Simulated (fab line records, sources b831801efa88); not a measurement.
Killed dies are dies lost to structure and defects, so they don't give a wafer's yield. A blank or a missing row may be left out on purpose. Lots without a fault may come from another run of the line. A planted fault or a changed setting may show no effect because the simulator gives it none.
Which tool did it? | flow sky130 | 7 lots, 21 wafers sampled, at 3 steps of a route of 708

WHAT THE GAUGES READ, wafer by wafer
SKY_CAPM_OVL_MEAS_12.
lot  | measured     | on         | CAPM_OVL (nm)
L437 | day 37 06:29 | overlay-01 | -0.7 1.3 -0.6
L438 | day 38 04:49 | overlay-02 | -0.9 -1.3 0.7
L442 | day 39 12:29 | overlay-02 | -3.0 -2.6 0.5
L444 | day 40 01:07 | overlay-01 | 3.0 2.4 5.4
L446 | day 40 13:12 | overlay-01 | 2.3 1.6 3.9
L455 | day 44 00:18 | overlay-01 | 1.1 -0.7 2.6
L458 | day 45 09:45 | overlay-02 | -1.2 -0.9 -2.2

WHICH TOOL RAN EACH LOT (tool, then ch and the chambers of the sampled wafers, then the start)
lot  | SKY_METAL3_SPUTTER_02        | SKY_METAL3_SPUTTER_04
L437 | pvd_sputter-04, day 36 04:37 | pvd_sputter-04, day 36 04:41
L438 | pvd_sputter-01, day 37 02:45 | pvd_sputter-01, day 37 02:48
L442 | pvd_sputter-02, day 38 11:50 | pvd_sputter-02, day 38 11:53
L444 | pvd_sputter-02, day 38 23:42 | pvd_sputter-02, day 38 23:46
L446 | pvd_sputter-01, day 39 12:50 | pvd_sputter-01, day 39 12:53
L455 | pvd_sputter-04, day 43 01:58 | pvd_sputter-04, day 43 02:02
L458 | pvd_sputter-02, day 44 12:34 | pvd_sputter-02, day 44 12:37
- SKY_METAL3_SPUTTER_02: material AlCu, target thk 735 nm, time 39.1 s.
- SKY_METAL3_SPUTTER_04: material TiN, target thk 70 nm, time 58.3 s.

THE ANSWER, worked out from the rows above alone
Rule: what is usual is taken from the lots themselves. Put in order of their means at a reading, lots are off if they are a third of the lots or fewer, leave a main group of 4 or more, and stand apart from it by a gap of 3 or more times the standard deviation of the main group's means; of several such gaps the widest counts. A main group whose means are all the same, to the digits that the tables above print for the reading, isn't used. A lot without any number at a reading at which 4 lots or more have one is off too. The other lots that the step has rows for count as sound.
No lot is off at any reading shown: from this, nothing can be told.

WHAT THE SIMULATOR HAD PUT IN
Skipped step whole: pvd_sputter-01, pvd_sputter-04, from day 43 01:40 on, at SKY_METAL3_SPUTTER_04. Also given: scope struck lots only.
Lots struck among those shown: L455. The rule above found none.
